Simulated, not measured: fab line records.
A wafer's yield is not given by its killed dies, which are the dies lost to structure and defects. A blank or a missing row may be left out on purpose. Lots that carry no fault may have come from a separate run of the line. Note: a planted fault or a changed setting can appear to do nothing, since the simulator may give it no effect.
One fault seen from 2 desks ; flow sky130 ; each desk holds nothing but its own numbers, with what lay behind them at the end

== AT THE METROLOGY DESK ==
Means of the sampled wafers that have a number, per lot and without regard to the tool the lot ran on: this is what the gauges read. Any lot whose mean is over 4 standard deviations away from the usual mean is out of limits and marked OUT; that distance is given in the brackets.
Columns: A = LOCAL_INTERCONNECT_TIN_RS at SKY_LOCAL_INTERCONNECT_RS_MEAS_01, usual 14.16 ohm/sq; B = CONTACT_W_RS at SKY_CONTACT_RS_MEAS_25, usual 0.339 ohm/sq
lot;first seen here;A;B
L446;day 28 22:52;14.26;0.334
L447;day 30 18:50;14.13;0.341
L448;day 30 20:01;13.99;0.333
L449;day 34 04:47;14.07;0.346
L451;day 34 08:12;14.29;0.343
L454;day 34 09:23;14.25;0.332
L455;day 34 11:29;14.02;0.341
L457;day 34 14:17;14.13;0.337
L461;day 34 20:26;14.24;0.338
L464;day 35 06:25;13.97;0.339
L467;day 35 20:22;14.23;0.338
L468;day 36 09:55;13.94;0.334
This desk's finding: nothing out of limits on any of the 12 lots.

== THE TOOL OWNER'S DESK: lithoTrack-03 ==
The tool's own readings at SKY_CONTACT_COAT_08 (resist thk 60 nm): means of the sampled wafers that have a number, for each lot that ran on this tool. Any lot whose mean is over 4 standard deviations away from the usual mean is out of limits and marked OUT; that distance is given in the brackets.
Columns: A = dispensePressureKPa at SKY_CONTACT_COAT_08, usual 47.6 kPa
lot;first seen here;A
L446;day 30 19:14;51.5
L447;day 32 13:30;51.5
L451;day 35 23:35;51.6
L454;day 36 00:39;51.5
L457;day 36 06:24;51.5
This desk's finding: nothing out of limits on any of the 5 lots.

== BROUGHT TOGETHER ==
Metrology desk: nothing out of limits seen.
The desk of the tool owner found nothing out of limits.

== WHAT HAD BEEN PUT IN BY THE SIMULATOR ==
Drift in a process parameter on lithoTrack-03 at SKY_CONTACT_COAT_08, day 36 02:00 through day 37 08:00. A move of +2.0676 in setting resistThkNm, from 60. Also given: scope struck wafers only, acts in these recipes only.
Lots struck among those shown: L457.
